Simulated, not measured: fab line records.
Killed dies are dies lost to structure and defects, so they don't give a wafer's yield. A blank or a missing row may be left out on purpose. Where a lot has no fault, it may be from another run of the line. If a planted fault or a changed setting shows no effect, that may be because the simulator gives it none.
Code-filled problem report in 8D (eight disciplines) form -- flow gf180mcu -- the parts of the form that need people (team, actions taken, sign-off) are left out

== 1. PROBLEM STATEMENT ==
SALICIDE_TIN_THK at GF_SALICIDE_THK_MEAS_05 reads a mean of 23.20 nm on 6 wafers of 2 lots; wafers without a fault read 19.96 nm with a standard deviation of 0.2. Measured from the usual mean, that is +16 standard deviations.
The step: measures by xrf.
The first sign was on wafer L435.1 at day 18 08:32, on film_metro-03. The record holds 39 wafers of 13 lots with a number at this step. Rule for "out", or "out of limits": more than 4 standard deviations from the usual mean. All remaining wafers that have a number are taken as sound.

== 2. WHAT IT IS, WHAT IT ISN'T ==
question,is,is not
which readings at this step,SALICIDE_TIN_THK,-
which lots,"L435, L436","L427, L428, L429, L431, L434, L437, L441, L443, L444, L446, L449"
which wafers of those lots,all that have a number,-
read on which gauges,film_metro-03,"film_metro-01, film_metro-02"
when,from day 18 08:32,"up to then (15 sound wafers); but 18 sound wafers of L437, L441, L443, L444, L446, L449 came after"

== 3. WHAT RULES OUT EACH SUSPECT ==
Counting: a tool at a process step up to the reading stays a suspect if it ran every lot that is out and no sound lot after the first of them.
- the gauge at GF_SALICIDE_THK_MEAS_05 is ruled out. All the wafers that are out were read on film_metro-03, but those of them that GF_SALICIDE_SPUTTER_03 has rows for are out there too, on other tools.
- pvd_sputter-02 at GF_SALICIDE_SPUTTER_03 (material TiN, target thk 20 nm, time 16.7 s): ruled out as a lasting fault. Following L435 (day 18 08:23), the first lot on it that is out, the sound lots L443, L444, L449 were run on it.
Left after counting: nothing in the record.

== 4. THE CAUSE (what the simulator had put in) ==
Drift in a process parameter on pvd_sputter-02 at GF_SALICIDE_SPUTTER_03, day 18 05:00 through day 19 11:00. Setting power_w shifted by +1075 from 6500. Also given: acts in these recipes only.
It was ruled out by counting, in error; the rule expects a fault to strike all lots run on its tool from its start on, and this fault did not.

== 5. SEQUENCE OF EFFECTS, ordered by route ==
Each row: a reading where the mean over the struck wafers with a number is more than 3 standard deviations away from the usual. Only readings whose record carries a usual standard deviation are examined. hours: median over the lots of the time between each lot's start at the first step of this table that gives one and its start at this step. sigmas: the change, counted in usual standard deviations.
hours,step,reading,usual,on struck wafers,change,sigmas
0,GF_SALICIDE_SPUTTER_03,cathode_dc_power_W,6500.2 W,7575.1,+1074.9,+99 or more
0,GF_SALICIDE_RS_MEAS_04,SALICIDE_TIN_RS,16.4 ohm/sq,15.3,-1.1,-3.1
0,GF_SALICIDE_THK_MEAS_05,SALICIDE_TIN_THK,19.96 nm,23.20,+3.24,+16
Process steps it contains:
- GF_SALICIDE_SPUTTER_03: material TiN, target thk 20 nm, time 16.7 s.

== 6. WHAT WOULD HAVE CAUGHT IT SOONER ==
The first out-of-limits reading at a measuring or inspecting step in this record came at day 18 08:32, 4 hours after the fault's start at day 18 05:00.
The tool's own readings at GF_SALICIDE_SPUTTER_03 were out on every struck wafer that the step has a row for (cathode_dc_power_W): an alarm limit on them would have fired on the first of those.
